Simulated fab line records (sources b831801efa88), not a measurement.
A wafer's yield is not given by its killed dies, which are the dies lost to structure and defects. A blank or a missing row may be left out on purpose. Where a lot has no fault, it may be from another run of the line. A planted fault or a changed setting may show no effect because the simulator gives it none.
Which of the tools did it? / flow gf180mcu / 10 lots with 30 wafers sampled at 6 steps, on a route of 602 steps

## WHAT EACH GAUGE READ, for each wafer
GF_MIM_RS_MEAS_10: a four-point-probe measurement.
lot=L829; measured=day 26 16:31; on=film metro-01; MIM_ALCU_RS (ohm/sq)=0.1603 0.1601 0.1626
lot=L830; measured=day 27 05:16; on=film metro-02; MIM_ALCU_RS (ohm/sq)=0.1615 0.1595 0.1607
lot=L831; measured=day 27 07:19; on=film metro-01; MIM_ALCU_RS (ohm/sq)=0.1614 0.1596 0.1596
lot=L833; measured=day 28 04:55; on=film metro-01; MIM_ALCU_RS (ohm/sq)=0.1610 0.1600 0.1608
lot=L836; measured=day 28 23:19; on=film metro-01; MIM_ALCU_RS (ohm/sq)=0.1601 0.1632 0.1598
lot=L837; measured=day 29 05:35; on=film metro-04; MIM_ALCU_RS (ohm/sq)=0.1609 0.1614 0.1607
lot=L839; measured=day 29 17:10; on=film metro-01; MIM_ALCU_RS (ohm/sq)=0.1595 0.1600 0.1589
lot=L845; measured=day 31 08:33; on=film metro-04; MIM_ALCU_RS (ohm/sq)=0.1579 0.1571 0.1573
lot=L848; measured=day 32 01:43; on=film metro-01; MIM_ALCU_RS (ohm/sq)=0.1607 0.1629 0.1764
lot=L852; measured=day 32 20:04; on=film metro-04; MIM_ALCU_RS (ohm/sq)=0.1619 0.1598 0.1606

GF_MIM_THK_MEAS_11: measures by xrf.
lot=L829; measured=day 26 16:38; on=film metro-01; MIM_ALCU_THK (nm)=194.1 195.3 194.4
lot=L830; measured=day 27 05:23; on=film metro-02; MIM_ALCU_THK (nm)=194.9 196.7 196.2
lot=L831; measured=day 27 07:26; on=film metro-01; MIM_ALCU_THK (nm)=193.0 196.9 197.6
lot=L833; measured=day 28 05:02; on=film metro-01; MIM_ALCU_THK (nm)=194.1 196.8 195.3
lot=L836; measured=day 28 23:26; on=film metro-01; MIM_ALCU_THK (nm)=195.1 193.2 196.3
lot=L837; measured=day 29 05:42; on=film metro-04; MIM_ALCU_THK (nm)=195.9 196.2 196.0
lot=L839; measured=day 29 17:17; on=film metro-01; MIM_ALCU_THK (nm)=195.4 195.6 196.6
lot=L845; measured=day 31 08:40; on=film metro-04; MIM_ALCU_THK (nm)=199.2 199.8 201.0
lot=L848; measured=day 32 01:49; on=film metro-01; MIM_ALCU_THK (nm)=194.3 193.1 181.4
lot=L852; measured=day 32 20:10; on=film metro-04; MIM_ALCU_THK (nm)=195.0 197.7 197.0

## WHICH TOOL RAN EACH LOT (tool, then ch and the chambers of the sampled wafers, then the start)
lot=L829; GF_MIM_SPUTTER_00=pvd sputter-01, day 26 16:05; GF_MIM_SPUTTER_01=pvd sputter-01, day 26 16:11; GF_MIM_SPUTTER_04=pvd sputter-01, day 26 16:16; GF_MIM_SPUTTER_08=pvd sputter-02, day 26 16:27
lot=L830; GF_MIM_SPUTTER_00=pvd sputter-04, day 27 04:51; GF_MIM_SPUTTER_01=pvd sputter-04, day 27 04:57; GF_MIM_SPUTTER_04=pvd sputter-04, day 27 05:02; GF_MIM_SPUTTER_08=pvd sputter-02, day 27 05:13
lot=L831; GF_MIM_SPUTTER_00=pvd sputter-02, day 27 06:53; GF_MIM_SPUTTER_01=pvd sputter-02, day 27 06:59; GF_MIM_SPUTTER_04=pvd sputter-02, day 27 07:04; GF_MIM_SPUTTER_08=pvd sputter-04, day 27 07:15
lot=L833; GF_MIM_SPUTTER_00=pvd sputter-01, day 28 04:29; GF_MIM_SPUTTER_01=pvd sputter-01, day 28 04:35; GF_MIM_SPUTTER_04=pvd sputter-01, day 28 04:40; GF_MIM_SPUTTER_08=pvd sputter-04, day 28 04:50
lot=L836; GF_MIM_SPUTTER_00=pvd sputter-04, day 28 22:41; GF_MIM_SPUTTER_01=pvd sputter-04, day 28 22:47; GF_MIM_SPUTTER_04=pvd sputter-04, day 28 22:52; GF_MIM_SPUTTER_08=pvd sputter-04, day 28 23:14
lot=L837; GF_MIM_SPUTTER_00=pvd sputter-04, day 29 05:10; GF_MIM_SPUTTER_01=pvd sputter-04, day 29 05:16; GF_MIM_SPUTTER_04=pvd sputter-04, day 29 05:21; GF_MIM_SPUTTER_08=pvd sputter-01, day 29 05:32
lot=L839; GF_MIM_SPUTTER_00=pvd sputter-02, day 29 16:46; GF_MIM_SPUTTER_01=pvd sputter-02, day 29 16:52; GF_MIM_SPUTTER_04=pvd sputter-02, day 29 16:56; GF_MIM_SPUTTER_08=pvd sputter-01, day 29 17:07
lot=L845; GF_MIM_SPUTTER_00=pvd sputter-04, day 31 08:07; GF_MIM_SPUTTER_01=pvd sputter-04, day 31 08:13; GF_MIM_SPUTTER_04=pvd sputter-04, day 31 08:18; GF_MIM_SPUTTER_08=pvd sputter-01, day 31 08:29
lot=L848; GF_MIM_SPUTTER_00=pvd sputter-04, day 32 01:17; GF_MIM_SPUTTER_01=pvd sputter-04, day 32 01:23; GF_MIM_SPUTTER_04=pvd sputter-04, day 32 01:28; GF_MIM_SPUTTER_08=pvd sputter-02, day 32 01:38
lot=L852; GF_MIM_SPUTTER_00=pvd sputter-02, day 32 19:37; GF_MIM_SPUTTER_01=pvd sputter-02, day 32 19:43; GF_MIM_SPUTTER_04=pvd sputter-02, day 32 19:47; GF_MIM_SPUTTER_08=pvd sputter-04, day 32 19:58
- GF_MIM_SPUTTER_00: material Ti, target thk 37.5 nm, time 150 s.
- GF_MIM_SPUTTER_01: material TiN, target thk 30 nm, time 25 s.
- GF_MIM_SPUTTER_04: material TiN, target thk 50 nm, time 41.7 s.
- GF_MIM_SPUTTER_08: material AlCu, target thk 200 nm, time 10.6 s.

## AS READ BY THE TOOLS THEMSELVES (means over the sampled wafers that have a number; for cases with no such wafer, the mark the record gives instead)
GF_MIM_SPUTTER_00.
lot=L829; tool=pvd sputter-01; chamber pressure pa (Pa)=1.999; throttle valve pct (%)=29.7
lot=L830; tool=pvd sputter-04; chamber pressure pa (Pa)=1.999; throttle valve pct (%)=29.6
lot=L831; tool=pvd sputter-02; chamber pressure pa (Pa)=1.999; throttle valve pct (%)=28.0
lot=L833; tool=pvd sputter-01; chamber pressure pa (Pa)=1.999; throttle valve pct (%)=29.7
lot=L836; tool=pvd sputter-04; chamber pressure pa (Pa)=2.000; throttle valve pct (%)=30.9
lot=L837; tool=pvd sputter-04; chamber pressure pa (Pa)=2.000; throttle valve pct (%)=30.6
lot=L839; tool=pvd sputter-02; chamber pressure pa (Pa)=2.000; throttle valve pct (%)=28.3
lot=L845; tool=pvd sputter-04; chamber pressure pa (Pa)=1.999; throttle valve pct (%)=29.4
lot=L848; tool=pvd sputter-04; chamber pressure pa (Pa)=2.000; throttle valve pct (%)=29.3
lot=L852; tool=pvd sputter-02; chamber pressure pa (Pa)=1.995; throttle valve pct (%)=29.8

GF_MIM_SPUTTER_01.
lot=L829; tool=pvd sputter-01; chamber pressure pa (Pa)=0.4001; throttle valve pct (%)=29.8
lot=L830; tool=pvd sputter-04; chamber pressure pa (Pa)=0.3998; throttle valve pct (%)=29.7
lot=L831; tool=pvd sputter-02; chamber pressure pa (Pa)=0.4001; throttle valve pct (%)=28.2
lot=L833; tool=pvd sputter-01; chamber pressure pa (Pa)=0.3996; throttle valve pct (%)=30.0
lot=L836; tool=pvd sputter-04; chamber pressure pa (Pa)=0.3999; throttle valve pct (%)=30.8
lot=L837; tool=pvd sputter-04; chamber pressure pa (Pa)=0.4001; throttle valve pct (%)=30.6
lot=L839; tool=pvd sputter-02; chamber pressure pa (Pa)=0.3993; throttle valve pct (%)=28.3
lot=L845; tool=pvd sputter-04; chamber pressure pa (Pa)=0.3994; throttle valve pct (%)=29.4
lot=L848; tool=pvd sputter-04; chamber pressure pa (Pa)=0.3995; throttle valve pct (%)=29.6
lot=L852; tool=pvd sputter-02; chamber pressure pa (Pa)=0.4006; throttle valve pct (%)=30.0

GF_MIM_SPUTTER_04.
lot=L829; tool=pvd sputter-01; chamber pressure pa (Pa)=0.4000; throttle valve pct (%)=29.8
lot=L830; tool=pvd sputter-04; chamber pressure pa (Pa)=0.3994; throttle valve pct (%)=29.7
lot=L831; tool=pvd sputter-02; chamber pressure pa (Pa)=0.3993; throttle valve pct (%)=28.2
lot=L833; tool=pvd sputter-01; chamber pressure pa (Pa)=0.4004; throttle valve pct (%)=30.0
lot=L836; tool=pvd sputter-04; chamber pressure pa (Pa)=0.4000; throttle valve pct (%)=30.9
lot=L837; tool=pvd sputter-04; chamber pressure pa (Pa)=0.3989; throttle valve pct (%)=30.7
lot=L839; tool=pvd sputter-02; chamber pressure pa (Pa)=0.4003; throttle valve pct (%)=28.4
lot=L845; tool=pvd sputter-04; chamber pressure pa (Pa)=0.4000; throttle valve pct (%)=29.4
lot=L848; tool=pvd sputter-04; chamber pressure pa (Pa)=0.3998; throttle valve pct (%)=29.5
lot=L852; tool=pvd sputter-02; chamber pressure pa (Pa)=0.3997; throttle valve pct (%)=30.1

GF_MIM_SPUTTER_08.
lot=L829; tool=pvd sputter-02; chamber pressure pa (Pa)=0.4003; throttle valve pct (%)=30.0
lot=L830; tool=pvd sputter-02; chamber pressure pa (Pa)=0.3994; throttle valve pct (%)=29.3
lot=L831; tool=pvd sputter-04; chamber pressure pa (Pa)=0.4012; throttle valve pct (%)=28.9
lot=L833; tool=pvd sputter-04; chamber pressure pa (Pa)=0.3995; throttle valve pct (%)=29.4
lot=L836; tool=pvd sputter-04; chamber pressure pa (Pa)=0.3996; throttle valve pct (%)=31.5
lot=L837; tool=pvd sputter-01; chamber pressure pa (Pa)=0.3999; throttle valve pct (%)=30.4
lot=L839; tool=pvd sputter-01; chamber pressure pa (Pa)=0.4006; throttle valve pct (%)=29.3
lot=L845; tool=pvd sputter-01; chamber pressure pa (Pa)=0.4000; throttle valve pct (%)=30.4
lot=L848; tool=pvd sputter-02; chamber pressure pa (Pa)=0.4499; throttle valve pct (%)=28.4
lot=L852; tool=pvd sputter-04; chamber pressure pa (Pa)=0.3996; throttle valve pct (%)=31.4

## THE ANSWER, worked out from the rows above alone
Rule: what is usual is taken from the lots themselves. The widest of any qualifying gaps counts: lots, ordered by their means at a reading, are off when they make up no more than a third of the lots, leave a main group of 4 or more, and stand apart from it by 3 or more times the standard deviation of that group's means. If all means in a main group match to the digits the tables above print for the reading, that group is not used. A lot without any number at a reading at which 4 lots or more have one is off too. All remaining lots with rows at the step are treated as sound. First the gauges in route order, then the tools' own readings, where a lot's mean is used as printed above. At the first step where some lot is off, the reading lying furthest off is the one used; lots without a number count as furthest.
Off: L848, at GF_MIM_RS_MEAS_10 (MIM_ALCU_RS). Main group: mean 0.1602 ohm/sq, sd 0.0011.
If a tool, at a process step before that reading, ran all the lots that are off and no sound lot after the first of them, it fits. The gauges at GF_MIM_RS_MEAS_10 aren't tried: what is off there is off at GF_MIM_SPUTTER_08 too, on other tools, and a gauge's error can't cause that. Undecided on this evidence; 2 tools fit (pvd sputter-04 at GF_MIM_SPUTTER_00 and GF_MIM_SPUTTER_01 and GF_MIM_SPUTTER_04, pvd sputter-02 at GF_MIM_SPUTTER_08).

## WHAT THE SIMULATOR PUT IN
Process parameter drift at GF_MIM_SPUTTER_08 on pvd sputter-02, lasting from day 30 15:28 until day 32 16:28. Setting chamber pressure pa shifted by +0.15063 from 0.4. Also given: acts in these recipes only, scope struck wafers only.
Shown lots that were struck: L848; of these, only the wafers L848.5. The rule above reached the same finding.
